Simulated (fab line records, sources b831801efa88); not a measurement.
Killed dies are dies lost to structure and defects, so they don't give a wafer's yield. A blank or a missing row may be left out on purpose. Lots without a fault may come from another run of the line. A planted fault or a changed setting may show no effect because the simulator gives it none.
fab line records | flow sfq_line
record lots=6 wafers=18 last_day=97
route steps=325 shown M3@122 I3@133
lots that met no fault: from a run of the same line without faults
start_h: hours from the record's first day to the start of the lot's first wafer shown | wait_h: hours since the lot's step before | " the same as in the row above | L1.1+2: a row that stands for several wafers | - no value, or no start given | * or withheld: withheld | < > ~ a bound
route shown NAME@n: a module of which the file shows steps, and the number in the route of the first | usual: mean/standard deviation of fault-free wafers | same: alike in all rows | chamber/n: place in a boat | sites: the reading at each site | _std_site: their standard deviation | _edge_site: outer sites' mean less inner sites' | radius_mm: how far each site lies from the wafer's centre | mask NAME#n: copy n | behind: the tool/chamber that last shaped the wafer | hold: why the lot was held/for how many hours/how that ended | device: the transistor (n, p or np) that didn't switch | end of line: the same wafers' tests at the end of the route | a step without rows: its recipe alone | killed: dies lost to structure and defects at the first sort, not the wafer's yield | map: a wafer's dies, x killed, . not, _ none there
set.NAME: the setting as run; set.NAME@STEP: as run at that earlier step | model.NAME: the simulator's own value behind a step, which no gauge read
lots at some steps of the route; a table a step, a row a wafer
services: from which hour (start_h, from the record's first day; less than 0 if before it) a tool's chamber was out of use, for how many hours, and why
## steps
# step SFQ_TRILAYER_M3_LITHO_COAT_080
# recipe resist=BARC spin_rpm=3000 resist_thk_nm=62
# step SFQ_TRILAYER_M3_LITHO_COAT_075
# recipe resist=KrF spin_rpm=3000 resist_thk_nm=600
# step SFQ_TRILAYER_M3_LITHO_SOFTBAKE_079
# recipe temp_c=withheld time_s=withheld resist=KrF
# step SFQ_TRILAYER_M3_LITHO_EXPOSE_076
# recipe mask_id=M3 na=0.6 source_shape=conventional sigma_outer=0.65 target_cd_nm=500 dose_mj=14.4
# step SFQ_TRILAYER_M3_LITHO_PEB_078
# recipe peb_temp_c=115 peb_time_s=60 resist=KrF
# step SFQ_TRILAYER_M3_LITHO_DEVELOP_077
# recipe time_s=60 resist=KrF
# step SFQ_M3_OVL_MEAS_921
# usual M3_OVL=1/5.6
# columns lot.wafer tool chamber start_h wait_h M3_OVL[nm]
L621.2 overlay-02 - 1102.01 0.1 -3
L621.3 " - " " 2
L621.4 " - " " 1
L629.1 overlay-01 - 1205.15 0.1 -5
L629.2 " - " " -4
L629.4 " - " " -1
L630.1 overlay-02 - 1217.15 0.1 1
L630.2 " - " " 2
L630.6 " - " " 3
L631.3 overlay-01 - 1221.96 0.1 -5
L631.5 " - " " -4
L631.6 " - " " -2
L639.1 overlay-01 - 1284.64 0.1 10
L639.2 " - " " 5
L639.6 " - " " 13
L642.2 overlay-02 - 1314.44 0.1 3
L642.3 " - " " 12
L642.5 " - " " 7
# step SFQ_TRILAYER_M3_BARC_OPEN_METAL_ETCH_100
# recipe mask_material=PR chemistry=O2 target_depth_nm=125 target=BARC icp_w=600 bias_w=80 pressure_mtorr=10 time_s=41.7
# usual drypump_motor_current_A=5.6/0.44 oes_product_au=0.686/0.0044
# columns lot.wafer tool chamber start_h wait_h drypump_motor_current_A oes_product_au rf_hours_counter_h
L621.2 rie_metal-04 0 1102.04 0.0 5.5 0.689 36
L621.3 " 1 " " 6.2 0.687 -
L621.4 " 0 " " 5.6 0.683 -
L629.1 rie_metal-03 0 1205.18 0.0 5.6 0.681 78
L629.2 " 1 " " 4.8 0.685 5
L629.4 " 1 " " 4.8 0.680 -
L630.1 rie_metal-04 1 1217.18 0.0 6.2 0.686 109
L630.2 " 0 " " 5.5 0.692 50
L630.6 " 1 " " 6.2 0.689 -
L631.3 rie_metal-03 0 1222.00 0.0 5.6 0.680 -
L631.5 " 1 " " 4.8 0.687 -
L631.6 " 0 " " 5.6 0.683 -
L639.1 rie_metal-01 1 1284.67 0.0 5.4 0.678 6
L639.2 " 0 " " 5.9 0.689 31
L639.6 " 0 " " 5.9 0.680 -
L642.2 rie_metal-03 0 1314.47 0.0 5.5 0.685 92
L642.3 " 0 " " 5.5 0.688 -
L642.5 " 0 " " 5.6 0.685 -
# step SFQ_TRILAYER_M3_ETCH_METAL_ETCH_078
# recipe target=Nb stop_on=SiO2 mask_material=PR chemistry=Cl2/Ar target_depth_nm=240 icp_w=600 bias_w=80 pressure_mtorr=10 time_s=120
# usual drypump_motor_current_A=5.6/0.44 oes_product_au=0.905/0.0065
# columns lot.wafer tool chamber start_h wait_h drypump_motor_current_A oes_product_au rf_hours_counter_h
L621.2 rie_metal-04 0 1102.10 0.0 5.6 0.902 36
L621.3 " 1 " " 6.2 0.906 -
L621.4 " 0 " " 5.6 0.904 -
L629.1 rie_metal-03 0 1205.24 0.0 5.6 0.906 78
L629.2 " 1 " " 4.9 0.902 5
L629.4 " 1 " " 4.8 0.910 -
L630.1 rie_metal-04 1 1217.24 0.0 6.2 0.912 109
L630.2 " 0 " " 5.5 0.900 50
L630.6 " 1 " " 6.2 0.914 -
L631.3 rie_metal-03 0 1222.08 0.1 5.5 0.898 -
L631.5 " 1 " " 4.9 0.896 -
L631.6 " 0 " " 5.5 0.898 -
L639.1 rie_metal-01 1 1284.73 0.0 5.4 0.906 6
L639.2 " 0 " " 5.9 0.896 31
L639.6 " 0 " " 5.9 0.895 -
L642.2 rie_metal-03 0 1314.53 0.0 5.5 0.904 92
L642.3 " 0 " " 5.5 0.909 -
L642.5 " 0 " " 5.5 0.906 -
# step SFQ_TRILAYER_M3_STRIP_STRIP_079
# recipe gas=O2 power_w=200 platen_temp_c=40 overash_fraction=0.65 chemistry=O2 pressure_mtorr=50
# usual drypump_motor_current_A=5.6/0.44 oes_product_au=0.999/0.008
# same overash_fraction=0.65
# columns lot.wafer tool chamber start_h wait_h drypump_motor_current_A oes_product_au rf_hours_counter_h
L621.2 rie_metal-04 0 1102.23 0.1 5.6 1.005 36
L621.3 " 1 " " 6.2 1.002 -
L621.4 " 0 " " 5.6 1.003 -
L629.1 rie_metal-03 0 1205.37 0.1 5.5 1.003 78
L629.2 " 1 " " 4.8 0.988 5
L629.4 " 1 " " 4.9 0.999 -
L630.1 rie_metal-04 1 1217.37 0.1 6.2 1.005 109
L630.2 " 0 " " 5.5 1.011 50
L630.6 " 1 " " 6.2 1.007 -
L631.3 rie_metal-03 0 1222.37 0.2 5.6 1.000 -
L631.5 " 1 " " 4.8 0.990 -
L631.6 " 0 " " 5.6 0.997 -
L639.1 rie_metal-01 1 1284.86 0.1 5.4 0.994 6
L639.2 " 0 " " 5.9 0.987 31
L639.6 " 0 " " 5.9 0.989 -
L642.2 rie_metal-03 0 1314.65 0.1 5.5 0.998 92
L642.3 " 0 " " 5.5 1.006 -
L642.5 " 0 " " 5.5 0.997 -
# step SFQ_TRILAYER_M3_STRIP_SOLV_CLEAN_080
# recipe chemistry=NMP temp_c=70 time_s=600
# step SFQ_TRILAYER_I3_DEP_PECVD_081
# recipe material=SiO2 temp_c=150 time_s=111.11 pressure_torr=2.4 rf_w=183.3 precursor=SiH4/N2O target_thk_nm=500
# usual heater_power_w=75/11 run_length_s=139.0/0.47 throttle_valve_pct=24.8/1.4
# columns lot.wafer tool chamber start_h wait_h heater_power_w run_length_s throttle_valve_pct model.SiO2_of_TRILAYER_I3_DEP_PECVD_081.thk_nm
L621.2 pecvd-02 0 1103.00 0.0 93 138.5 25.4 502.9
L621.3 " 1 " " 82 138.3 26.2 500.4
L621.4 " 1 " " 84 138.2 26.3 505.3
L629.1 pecvd-03 2 1206.14 0.0 63 139.1 25.0 491.7
L629.2 " 1 " " 72 139.2 23.3 500.4
L629.4 " 1 " " 73 139.0 23.3 510.1
L630.1 pecvd-03 2 1218.14 0.0 64 138.7 25.0 487.1
L630.2 " 0 " " 81 169.3 22.1 627.3
L630.6 " 1 " " 69 138.8 23.2 498.9
L631.3 pecvd-03 0 1222.94 0.0 82 169.3 22.2 619
L631.5 " 2 " " 62 138.5 24.9 502.4
L631.6 " 1 " " 74 138.7 23.6 503.6
L639.1 pecvd-02 2 1285.63 0.0 77 138.8 24.1 502.2
L639.2 " 0 " " 90 138.9 25.5 501.1
L639.6 " 2 " " 79 138.6 24.5 508.6
L642.2 pecvd-01 2 1315.43 0.0 68 138.3 27.1 501.2
L642.3 " 0 " " 65 138.9 26.9 501.9
L642.5 " 2 " " 56 138.5 26.8 511.9
# step SFQ_TRILAYER_I3_CMP_CMP_082
# recipe material=SiO2 down_force_psi=3 platen_rpm=60 pad_velocity_m_s=0.94248
# usual edge_zone_pressure_frac=1.001/0.0051 motor_current_A=10.4/1.1 time_to_endpoint_s=217/6.5
# columns lot.wafer tool chamber start_h wait_h edge_zone_pressure_frac motor_current_A time_to_endpoint_s
L621.3 cmp-01 0 1103.08 0.0 0.991 10.2 215
L621.2 " 1 " " 1.000 9.9 215
L621.4 " 3 1104.58 1.5 1.000 9.8 215
L629.2 cmp-01 1 1208.13 1.9 1.003 10.1 218
L629.1 " 2 " " 0.992 11.4 200
L629.4 " 3 " " 1.005 9.7 217
L630.1 cmp-02 0 1219.52 1.3 0.994 9.0 210
L630.2 " 1 " " 0.992 10.1 318
L630.6 " 3 1221.02 2.8 0.997 12.2 217
L631.3 cmp-02 3 1225.52 2.5 1.004 12.2 298
L631.6 " 2 1227.02 4.0 1.001 10.2 217
L631.5 " 3 " " 1.007 12.3 216
L639.2 cmp-02 2 1290.40 4.7 1.001 10.0 220
L639.1 " 3 " " 0.997 12.3 221
L639.6 " 0 " " 0.998 9.0 231
L642.3 cmp-02 0 1315.51 0.0 0.999 8.9 224
L642.2 " 3 1317.12 1.7 1.000 12.3 216
L642.5 " 0 " " 0.999 9.4 230
# step SFQ_I3_BOW_MEAS_922
# recipe mode=bow
# usual I3_BOW=5/8.8
# columns lot.wafer tool chamber start_h wait_h I3_BOW[um]
L621.2 film_metro-04 - 1106.10 2.0 1
L621.3 " - " " 4
L621.4 " - " " -11
L629.1 film_metro-04 - 1211.13 2.0 7
L629.2 " - " " 1
L629.4 " - " " 15
L630.1 film_metro-01 - 1222.02 2.0 2
L630.2 " - " " 12
L630.6 " - " " 1
L631.3 film_metro-01 - 1228.06 2.0 -1
L631.5 " - " " 8
L631.6 " - " " -3
L639.1 film_metro-04 - 1292.40 1.0 17
L639.2 " - " " 5
L639.6 " - " " 0
L642.2 film_metro-01 - 1318.76 1.1 8
L642.3 " - " " 13
L642.5 " - " " 18
## services
# columns tool chamber start_h hours kind
cmp-02 - 1091.56 4.0 pm
cmp-01 - 1091.61 0.4 repair
cmp-01 - 1107.48 0.3 repair
pecvd-03 - 1113.02 0.7 repair
pecvd-02 - 1122.56 0.8 repair
pecvd-03 - 1129.71 1.3 repair
cmp-02 - 1138.63 1.0 repair
rie_metal-01 1 1138.92 8.7 repair
pecvd-02 0 1155.07 3.8 repair
rie_metal-01 - 1163.17 0.1 repair
cmp-01 - 1173.15 1.4 repair
rie_metal-03 - 1176.46 2.8 pm
rie_metal-01 - 1189.04 1.4 pm
pecvd-03 - 1194.53 5.5 pm
rie_metal-04 0 1195.77 11.2 repair
pecvd-02 2 1197.81 4.2 repair
cmp-02 - 1199.33 3.7 pm
rie_metal-03 - 1200.11 1.3 repair
cmp-01 - 1226.43 8.8 repair
pecvd-02 - 1236.77 1.7 repair
cmp-01 - 1258.02 4.0 pm
pecvd-02 1 1258.51 3.5 repair
cmp-02 - 1260.49 0.8 repair
cmp-01 - 1306.96 1.9 repair
## key
first_sign step=SFQ_TRILAYER_I3_DEP_PECVD_081 reading=run_length_s direction=up sigmas=64 usual=* struck=*
effect step=SFQ_TRILAYER_I3_CMP_CMP_082 reading=time_to_endpoint_s direction=up sigmas=14 usual=* struck=*
model_effect step=SFQ_TRILAYER_I3_DEP_PECVD_081 value=SiO2_of_TRILAYER_I3_DEP_PECVD_081.thk_nm without=488.2 struck=623.1
met_at SFQ_TRILAYER_I3_DEP_PECVD_081
struck_wafers L630.2,L631.3
fault kind=process_parameter_drift tool=pecvd-03 chamber=0 onset_h=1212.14 steps=SFQ_TRILAYER_I3_DEP_PECVD_081 channel=time_s offset=* shape=step end_h=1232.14 acts_in=* stated=*
